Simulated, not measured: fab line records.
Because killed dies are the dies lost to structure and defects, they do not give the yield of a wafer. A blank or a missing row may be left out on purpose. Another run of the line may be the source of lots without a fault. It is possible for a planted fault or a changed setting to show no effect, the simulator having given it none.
fab line records | flow sky130
[record] lots = 12 | wafers = 36 | last-day = 50
route steps=708 shown LI_CONTACT@383 CONTACT@423 METAL1@440 VIA1@458
lots that met no fault: from a run of the same line without faults
start-h: the number of hours between the record's first day and the start of the first shown wafer of the lot | wait-h: how many hours have passed since the lot's step before this one | " identical to the entry in the row above | L1.1+2: several wafers, shown together as one row | - no value present, or no start provided | * or withheld: withheld | < > ~ a bound
route shown NAME@n: a module of which the file shows steps, and the number in the route of the first | usual: mean/standard deviation taken from wafers without a fault | same: alike in all rows | chamber/n: place in a boat | sites: the reading at each site | _std_site: the standard deviation of these | _edge_site: the outer-site mean with the inner-site mean subtracted | radius-mm: how far each site lies from the wafer's centre | mask NAME#n: copy n | behind: the last tool/chamber to shape the wafer | hold: cause of the lot's hold/its duration in hours/its outcome | device: whichever transistor did not switch (one of n, p or np) | end of line: tests run on the same wafers once the route is complete | a step without rows: its recipe alone | killed: not the wafer's yield, but the dies lost to structure and defects at the first sort | map: dies across one wafer; x = killed, . = not, _ = none there
set.NAME: the setting that was run; set.NAME@STEP: the one run at that earlier step | model.NAME: the simulator's own value behind a step, which no gauge read
one table for each step of the route and one row for each wafer, over a sample of lots
services: the hour from which a tool's chamber was out of use, counted from the record's first day as start-h (under 0 if before that day), plus the number of hours and why
[[steps]]
[step SKY_LI_CONTACT_CVD_21]
[recipe] material = W | target-thk-nm = 400 | time-s = 120.56 | temp-c = 400 | pressure-torr = 40
[usual] heater-power-w = 829/100
[same] time-s = 120.56
lot.wafer | tool     | chamber | start-h | wait-h | heater-power-w
L206.3    | cvd-w-01 | 0       | 676.81  | 0.1    | 903
L206.4    | "        | 1       | "       | "      | 768
L206.5    | "        | 0       | "       | "      | 887
L209.3    | cvd-w-02 | 0       | 716.46  | 0.1    | 711
L209.4    | "        | 0       | "       | "      | 696
L209.6    | "        | 0       | "       | "      | 727
L210.1    | cvd-w-02 | 1       | 729.04  | 0.0    | 939
L210.2    | "        | 0       | "       | "      | 717
L210.4    | "        | 0       | "       | "      | 730
L213.3    | cvd-w-02 | 0       | 741.63  | 0.1    | 730
L213.4    | "        | 1       | "       | "      | 956
L213.5    | "        | 1       | "       | "      | 926
L212.4    | cvd-w-01 | 1       | 742.62  | 0.1    | 748
L212.5    | "        | 1       | "       | "      | 736
L212.6    | "        | 0       | "       | "      | 906
L215.1    | cvd-w-01 | 0       | 753.68  | 0.0    | 910
L215.5    | "        | 0       | "       | "      | 929
L215.6    | "        | 1       | "       | "      | 752
L216.2    | cvd-w-02 | 1       | 762.12  | 0.0    | 966
L216.3    | "        | 1       | "       | "      | 942
L216.6    | "        | 1       | "       | "      | 970
L218.1    | cvd-w-01 | 0       | 797.09  | 0.0    | 903
L218.3    | "        | 1       | "       | "      | 758
L218.5    | "        | 0       | "       | "      | 882
L220.1    | cvd-w-02 | 1       | 806.02  | 0.0    | 952
L220.3    | "        | 1       | "       | "      | 960
L220.5    | "        | 0       | "       | "      | 727
L226.2    | cvd-w-02 | 1       | 837.29  | 0.0    | 961
L226.4    | "        | 0       | "       | "      | 725
L226.6    | "        | 1       | "       | "      | 937
L227.1    | cvd-w-01 | 0       | 854.72  | 0.0    | 902
L227.4    | "        | 1       | "       | "      | 767
L227.6    | "        | 1       | "       | "      | 744
L228.1    | cvd-w-02 | 1       | 857.79  | 0.0    | 963
L228.2    | "        | 0       | "       | "      | 729
L228.4    | "        | 0       | "       | "      | 702
[step SKY_CONTACT_ETCH_17]
[recipe] target = SiO2 | chemistry = C4F8/O2/Ar | stop-on = Si3N4 | mask-material = KrF-thick | source-w = 1500 | bias-w = 1200 | pressure-mtorr = 40 | c4f8-flow-sccm = withheld | O2_flow_sccm = 6 | Ar_flow_sccm = 300 | time-s = withheld | target-depth-a = 3400
[usual] oes-product-au = 0.892/0.0046
lot.wafer | tool        | chamber | start-h | wait-h | oes-product-au
L206.3    | rie-diel-03 | 1       | 733.36  | 0.0    | 0.900
L206.4    | "           | 3       | "       | "      | 0.896
L206.5    | "           | 0       | "       | "      | 0.884
L209.3    | rie-diel-04 | 0       | 772.71  | 0.0    | 0.887
L209.4    | "           | 1       | "       | "      | 0.898
L209.6    | "           | 3       | "       | "      | 0.892
L210.1    | rie-diel-04 | 3       | 785.25  | 0.0    | 0.890
L210.2    | "           | 0       | "       | "      | 0.892
L210.4    | "           | 1       | "       | "      | 0.888
L213.3    | rie-diel-02 | 2       | 797.86  | 0.0    | 0.896
L213.4    | "           | 1       | "       | "      | 0.889
L213.5    | "           | 0       | "       | "      | 0.897
L212.4    | rie-diel-03 | 0       | 798.81  | 0.0    | 0.897
L212.5    | "           | 3       | "       | "      | 0.889
L212.6    | "           | 0       | "       | "      | 0.883
L215.1    | rie-diel-02 | 0       | 808.46  | 0.0    | 0.890
L215.5    | "           | 0       | "       | "      | 0.888
L215.6    | "           | 2       | "       | "      | 0.894
L216.2    | rie-diel-04 | 3       | 817.61  | 0.0    | 0.888
L216.3    | "           | 2       | "       | "      | 0.891
L216.6    | "           | 2       | "       | "      | 0.893
L218.1    | rie-diel-02 | 1       | 852.61  | 0.0    | 0.893
L218.3    | "           | 0       | "       | "      | 0.899
L218.5    | "           | 3       | "       | "      | 0.889
L220.1    | rie-diel-02 | 0       | 860.40  | 0.0    | 0.882
L220.3    | "           | 1       | "       | "      | 0.890
L220.5    | "           | 3       | "       | "      | 0.891
L226.2    | rie-diel-03 | 0       | 891.46  | 0.0    | 0.887
L226.4    | "           | 3       | "       | "      | 0.897
L226.6    | "           | 1       | "       | "      | 0.896
L227.1    | rie-diel-02 | 1       | 908.91  | 0.0    | 0.896
L227.4    | "           | 0       | "       | "      | 0.898
L227.6    | "           | 1       | "       | "      | 0.890
L228.1    | rie-diel-03 | 1       | 911.66  | 0.0    | 0.888
L228.2    | "           | 2       | "       | "      | 0.896
L228.4    | "           | 3       | "       | "      | 0.886
[step SKY_METAL1_THK_MEAS_06]
[recipe] thk-meas-gauge = xrf | reads = AlCu_of_METAL1_SPUTTER_02
[usual] METAL1_ALCU_THK = 252/3.3
lot.wafer | tool          | chamber | start-h | wait-h | METAL1_ALCU_THK[nm]
L206.3    | film-metro-04 | -       | 735.32  | 0.1    | 246
L206.4    | "             | -       | "       | "      | 252
L206.5    | "             | -       | "       | "      | 247
L209.3    | film-metro-01 | -       | 774.33  | 0.1    | 247
L209.4    | "             | -       | "       | "      | 248
L209.6    | "             | -       | "       | "      | 246
L210.1    | film-metro-01 | -       | 786.86  | 0.1    | 257
L210.2    | "             | -       | "       | "      | 254
L210.4    | "             | -       | "       | "      | 257
L213.3    | film-metro-01 | -       | 799.48  | 0.1    | 256
L213.4    | "             | -       | "       | "      | 253
L213.5    | "             | -       | "       | "      | 251
L212.4    | film-metro-04 | -       | 800.48  | 0.1    | 258
L212.5    | "             | -       | "       | "      | 258
L212.6    | "             | -       | "       | "      | 256
L215.1    | film-metro-04 | -       | 810.06  | 0.1    | 252
L215.5    | "             | -       | "       | "      | 253
L215.6    | "             | -       | "       | "      | 251
L216.2    | film-metro-04 | -       | 819.22  | 0.1    | 248
L216.3    | "             | -       | "       | "      | 249
L216.6    | "             | -       | "       | "      | 250
L218.1    | film-metro-04 | -       | 854.26  | 0.1    | 252
L218.3    | "             | -       | "       | "      | 254
L218.5    | "             | -       | "       | "      | 256
L220.1    | film-metro-04 | -       | 862.00  | 0.1    | 247
L220.3    | "             | -       | "       | "      | 246
L220.5    | "             | -       | "       | "      | 246
L226.2    | film-metro-01 | -       | 893.07  | 0.1    | 254
L226.4    | "             | -       | "       | "      | 252
L226.6    | "             | -       | "       | "      | 254
L227.1    | film-metro-01 | -       | 910.52  | 0.1    | 258
L227.4    | "             | -       | "       | "      | 254
L227.6    | "             | -       | "       | "      | 256
L228.1    | film-metro-01 | -       | 913.31  | 0.1    | 255
L228.2    | "             | -       | "       | "      | 258
L228.4    | "             | -       | "       | "      | 254
[step SKY_VIA1_HDPCVD_00]
[recipe] material = SiO2 | target-thk-nm = 1030 | sigma-open-frac = 0.3 | time-s = 171.7 | temp-c = 400 | sih4-flow-sccm = 60 | pressure-mtorr = 6
[usual] sih4-flow-sccm = 60.01/0.17
[same] time-s = 171.7
lot.wafer | tool      | chamber | start-h | wait-h | sih4-flow-sccm
L206.3    | hdpcvd-01 | 2       | 763.00  | 0.0    | 59.86
L206.4    | "         | 1       | "       | "      | 60.26
L206.5    | "         | 2       | "       | "      | 60.09
L209.3    | hdpcvd-02 | 2       | 801.59  | 0.0    | 60.04
L209.4    | "         | 2       | "       | "      | 59.85
L209.6    | "         | 0       | "       | "      | 59.96
L210.1    | hdpcvd-01 | 2       | 814.69  | 0.0    | 59.84
L210.2    | "         | 1       | "       | "      | 59.89
L210.4    | "         | 0       | "       | "      | 59.86
L213.3    | hdpcvd-01 | 1       | 826.64  | 0.0    | 59.96
L213.4    | "         | 1       | "       | "      | 60.02
L213.5    | "         | 2       | "       | "      | 59.86
L212.4    | hdpcvd-01 | 2       | 827.86  | 0.1    | 60.17
L212.5    | "         | 0       | "       | "      | 60.20
L212.6    | "         | 1       | "       | "      | 60.10
L215.1    | hdpcvd-01 | 1       | 837.15  | 0.0    | 60.11
L215.5    | "         | 1       | "       | "      | 59.99
L215.6    | "         | 0       | "       | "      | 60.24
L216.2    | hdpcvd-02 | 1       | 846.05  | 0.0    | 59.92
L216.3    | "         | 2       | "       | "      | 60.01
L216.6    | "         | 1       | "       | "      | 59.96
L218.1    | hdpcvd-02 | 1       | 880.83  | 0.0    | 60.02
L218.3    | "         | 0       | "       | "      | 50.91
L218.5    | "         | 0       | "       | "      | 50.84
L220.1    | hdpcvd-02 | 1       | 888.52  | 0.0    | 59.85
L220.3    | "         | 0       | "       | "      | 51.09
L220.5    | "         | 2       | "       | "      | 60.09
L226.2    | hdpcvd-01 | 1       | 918.89  | 0.0    | 60.20
L226.4    | "         | 1       | "       | "      | 60.20
L226.6    | "         | 0       | "       | "      | 60.36
L227.1    | hdpcvd-01 | 1       | 936.50  | 0.0    | 60.20
L227.4    | "         | 0       | "       | "      | 60.09
L227.6    | "         | 1       | "       | "      | 60.12
L228.1    | hdpcvd-02 | 0       | 938.93  | 0.0    | 60.14
L228.2    | "         | 1       | "       | "      | 60.01
L228.4    | "         | 2       | "       | "      | 59.75
[step SKY_VIA1_THK_MEAS_01]
[recipe] reads = SiO2_of_VIA1_HDPCVD_00
[usual] VIA1_HDPCVD_THK = 1026/11
lot.wafer | tool          | chamber | start-h | wait-h | VIA1_HDPCVD_THK[nm]
L206.3    | film-metro-02 | -       | 763.14  | 0.1    | 1042
L206.4    | "             | -       | "       | "      | 1025
L206.5    | "             | -       | "       | "      | 1044
L209.3    | film-metro-03 | -       | 801.72  | 0.1    | 1021
L209.4    | "             | -       | "       | "      | 1022
L209.6    | "             | -       | "       | "      | 1010
L210.1    | film-metro-02 | -       | 814.81  | 0.1    | 1044
L210.2    | "             | -       | "       | "      | 1032
L210.4    | "             | -       | "       | "      | 1037
L213.3    | film-metro-01 | -       | 826.81  | 0.1    | 1027
L213.4    | "             | -       | "       | "      | 1020
L213.5    | "             | -       | "       | "      | 1047
L212.4    | film-metro-01 | -       | 827.95  | 0.0    | 1026
L212.5    | "             | -       | "       | "      | 1012
L212.6    | "             | -       | "       | "      | 1017
L215.1    | film-metro-02 | -       | 837.27  | 0.1    | 1027
L215.5    | "             | -       | "       | "      | 1029
L215.6    | "             | -       | "       | "      | 1031
L216.2    | film-metro-02 | -       | 846.18  | 0.1    | 1018
L216.3    | "             | -       | "       | "      | 1021
L216.6    | "             | -       | "       | "      | 1016
L218.1    | film-metro-01 | -       | 880.95  | 0.1    | 1033
L218.3    | "             | -       | "       | "      | 865
L218.5    | "             | -       | "       | "      | 871
L220.1    | film-metro-01 | -       | 888.63  | 0.1    | 1042
L220.3    | "             | -       | "       | "      | 879
L220.5    | "             | -       | "       | "      | 1039
L226.2    | film-metro-01 | -       | 919.01  | 0.1    | 1009
L226.4    | "             | -       | "       | "      | 1026
L226.6    | "             | -       | "       | "      | 1037
L227.1    | film-metro-03 | -       | 936.61  | 0.1    | 1029
L227.4    | "             | -       | "       | "      | 1021
L227.6    | "             | -       | "       | "      | 1001
L228.1    | film-metro-03 | -       | 939.05  | 0.1    | 1003
L228.2    | "             | -       | "       | "      | 998
L228.4    | "             | -       | "       | "      | 1024
[[services]]
tool        | chamber | start-h | hours | kind
rie-diel-02 | 1       | 659.42  | 3.3   | repair
rie-diel-03 | -       | 666.35  | 0.1   | repair
hdpcvd-01   | 0       | 667.79  | 9.2   | repair
hdpcvd-01   | 2       | 673.23  | 3.4   | repair
rie-diel-02 | -       | 674.78  | 2.8   | pm
cvd-w-02    | -       | 674.90  | 0.9   | repair
cvd-w-01    | 1       | 682.48  | 9.5   | repair
rie-diel-04 | 3       | 683.48  | 9.3   | repair
hdpcvd-02   | 1       | 684.15  | 3.8   | repair
cvd-w-02    | 1       | 716.17  | 11.9  | repair
cvd-w-02    | -       | 720.67  | 2.9   | repair
cvd-w-01    | 1       | 728.82  | 4.6   | repair
cvd-w-01    | -       | 729.35  | 1.2   | repair
rie-diel-02 | 0       | 747.24  | 5.0   | repair
hdpcvd-01   | 0       | 765.60  | 6.8   | repair
cvd-w-02    | -       | 771.61  | 6.0   | pm
hdpcvd-01   | -       | 817.18  | 0.4   | repair
rie-diel-04 | 0       | 817.50  | 3.2   | repair
rie-diel-03 | 2       | 845.24  | 3.2   | repair
hdpcvd-02   | -       | 860.53  | 1.6   | repair
hdpcvd-02   | 1       | 872.91  | 6.3   | repair
cvd-w-01    | -       | 904.00  | 14.0  | pm
rie-diel-02 | 1       | 924.99  | 16.3  | repair
hdpcvd-02   | -       | 937.82  | 1.1   | repair
[[key]]
[first-sign] step = SKY_VIA1_HDPCVD_00 | reading = sih4-flow-sccm | direction = down | sigmas = 53 | usual = 60.01 | struck = 50.94
[effect] step = SKY_VIA1_THK_MEAS_01 | reading = VIA1_HDPCVD_THK | direction = down | sigmas = 14 | usual = 1026 | struck = 871
met-at SKY_VIA1_HDPCVD_00
struck-lots L218,L220
struck-wafers L218.3,L218.5,L220.3
not-acting-at SKY_LI_CONTACT_CVD_21,SKY_CONTACT_ETCH_17,SKY_METAL1_THK_MEAS_06
onset-between 801.59 880.83
[fault] kind = process-parameter-drift | tool = hdpcvd-02 | chamber = 0 | onset-h = 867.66 | steps = SKY_VIA1_HDPCVD_00 | channel = sih4-flow-sccm | offset = -9 | shape = step | end-h = 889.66 | acts-in = these-recipes-only | stated = 60
